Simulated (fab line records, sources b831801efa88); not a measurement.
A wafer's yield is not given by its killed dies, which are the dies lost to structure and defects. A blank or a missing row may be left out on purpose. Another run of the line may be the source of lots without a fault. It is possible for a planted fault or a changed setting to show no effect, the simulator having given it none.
What tool caused it? ; flow sky130 ; 14 lots, 42 wafers sampled, at 4 steps of a route of 708

== WHAT THE GAUGES SHOWED, per wafer ==
SKY_METAL2_CD_MEAS_15: target cd 140 nm. Usual: 140.1 nm for cdNm, sd 1.6.
lot;measured;on;cdNm (nm);flag
L494;day 34 17:30;cdSem-02;138.4 140.9 139.6;
L495;day 35 23:02;cdSem-01;142.3 140.7 141.5;
L497;day 36 22:48;cdSem-01;141.3 140.7 141.9;
L498;day 37 13:47;cdSem-02;140.5 140.8 140.0;
L499;day 37 15:02;cdSem-01;137.3 137.6 139.0;
L501;day 37 17:20;cdSem-01;138.7 140.7 140.0;
L500;day 37 18:12;cdSem-01;138.9 140.6 139.3;
L503;day 37 19:38;cdSem-02;137.5 137.6 136.8;
L504;day 38 12:57;cdSem-01;139.3 139.5 138.1;
L506;day 38 21:34;cdSem-02;139.9 140.5 138.0;
L508;day 39 16:55;cdSem-01;140.8 140.7 139.1;
L509;day 39 18:35;cdSem-01;142.1 140.5 142.4;
L514;day 41 18:59;cdSem-02;- - -;OFF
L516;day 41 20:29;cdSem-01;- - -;OFF

SKY_VIA2_THK_MEAS_01. Usual: VIA2_HDPCVD_THK typically reads 1192 nm, with standard deviation 10.
lot;measured;on;VIA2_HDPCVD_THK (nm);flag
L494;day 34 18:34;filmMetro-04;1186 1219 1212;
L495;day 36 00:04;filmMetro-04;1177 1187 1194;
L497;day 36 23:53;filmMetro-01;1187 1177 1207;
L498;day 37 15:06;filmMetro-01;1208 1194 1190;
L499;day 37 16:06;filmMetro-04;1186 1202 1187;
L501;day 37 18:26;filmMetro-01;1210 1205 1197;
L500;day 37 19:17;filmMetro-04;1196 1196 1196;
L503;day 37 20:41;filmMetro-04;1200 1194 1197;
L504;day 38 14:02;filmMetro-04;1188 1187 1195;
L506;day 38 22:40;filmMetro-01;1195 1200 1194;
L508;day 39 18:14;filmMetro-03;1198 1196 1193;
L509;day 39 19:39;filmMetro-01;1187 1180 1196;

== WHICH TOOL RAN EACH LOT (tool, then ch and the chambers of the sampled wafers, then the start) ==
lot;SKY_METAL2_SPUTTER_02;SKY_METAL2_DEVELOP_14
L494;pvdSputter-03, day 33 14:51;lithoTrack-03 ch 0, day 34 17:00
L495;pvdSputter-02, day 34 20:06;lithoTrack-04 ch 0, day 35 22:00
L497;pvdSputter-02, day 35 20:21;lithoTrack-03 ch 0, day 36 22:00
L498;pvdSputter-03, day 36 11:56;lithoTrack-04 ch 0, day 37 13:00
L499;pvdSputter-03, day 36 14:03;lithoTrack-01 ch 0, day 37 14:00
L501;pvdSputter-02, day 36 15:28;lithoTrack-04 ch 0, day 37 17:00
L500;pvdSputter-03, day 36 17:02;lithoTrack-03 ch 0, day 37 18:00
L503;pvdSputter-01, day 36 17:39;lithoTrack-01 ch 0, day 37 19:00
L504;pvdSputter-03, day 37 11:24;lithoTrack-03 ch 0, day 38 12:00
L506;pvdSputter-03, day 37 20:04;lithoTrack-04 ch 0, day 38 21:00
L508;pvdSputter-03, day 38 15:48;lithoTrack-01 ch 0, day 39 16:00
L509;pvdSputter-02, day 38 17:19;lithoTrack-01 ch 0, day 39 18:00
L514;pvdSputter-01, day 40 19:24;lithoTrack-04, day 41 18:00
L516;pvdSputter-02, day 40 20:22;lithoTrack-03, day 41 20:00
- SKY_METAL2_SPUTTER_02: material AlCu, target thk 250 nm, time 12.9 s.
- SKY_METAL2_DEVELOP_14: develop time 60 s.

== AS READ BY THE TOOLS THEMSELVES (means over the sampled wafers that have a number; for cases with no such wafer, the mark the record gives instead) ==
SKY_METAL2_SPUTTER_02. Usual: 29.7 % for throttleValvePct, sd 0.97.
lot;tool;throttleValvePct (%);flag
L494;pvdSputter-03;29.0;
L495;pvdSputter-02;30.9;
L497;pvdSputter-02;30.3;
L498;pvdSputter-03;29.3;
L499;pvdSputter-03;28.9;
L501;pvdSputter-02;30.7;
L500;pvdSputter-03;29.2;
L503;pvdSputter-01;29.7;
L504;pvdSputter-03;28.9;
L506;pvdSputter-03;29.9;
L508;pvdSputter-03;28.9;
L509;pvdSputter-02;31.1;
L514;pvdSputter-01;29.3;
L516;pvdSputter-02;31.2;

SKY_METAL2_DEVELOP_14. Usual: chillPlateTempC 23.00 C, standard deviation 0.097; developerTempC 21.00 C, standard deviation 0.091.
lot;tool;chillPlateTempC (C);developerTempC (C);flag
L494;lithoTrack-03;23.02;21.08;
L495;lithoTrack-04;23.05;20.95;
L497;lithoTrack-03;23.04;21.02;
L498;lithoTrack-04;23.11;20.92;
L499;lithoTrack-01;23.06;21.00;
L501;lithoTrack-04;23.03;21.12;
L500;lithoTrack-03;23.05;21.04;
L503;lithoTrack-01;23.01;20.94;
L504;lithoTrack-03;23.03;21.02;
L506;lithoTrack-04;23.07;21.00;
L508;lithoTrack-01;23.04;20.96;
L509;lithoTrack-01;22.98;20.93;
L514;lithoTrack-04;-;-;OFF
L516;lithoTrack-03;-;-;OFF

== THE ANSWER, worked out from the rows above alone ==
Rule: take the mean of a lot's wafers that have a number; if it is more than 3 standard deviations from the usual mean, the lot is off. Also off: a lot with no number at a reading for which 4 or more lots have one. The other lots that the step has rows for count as sound. The gauges are gone through in route order, then the tools' own readings, and for those a lot's mean is taken as printed above. The first step at which some lot is off is used, and at that step the reading that is off furthest; a lot without a number counts as furthest.
Off, at SKY_METAL2_CD_MEAS_15 on cdNm: L514, L516. Without a number there: L514, L516.
If a tool, at a process step before that reading, ran all the lots that are off and no sound lot after the first of them, it fits. The gauges at SKY_METAL2_CD_MEAS_15 aren't tried: what is off there is off at SKY_METAL2_DEVELOP_14 too, on other tools, and a gauge's error can't cause that. Not one of the candidates tried fits.

== WHAT HAD BEEN PUT IN BY THE SIMULATOR ==
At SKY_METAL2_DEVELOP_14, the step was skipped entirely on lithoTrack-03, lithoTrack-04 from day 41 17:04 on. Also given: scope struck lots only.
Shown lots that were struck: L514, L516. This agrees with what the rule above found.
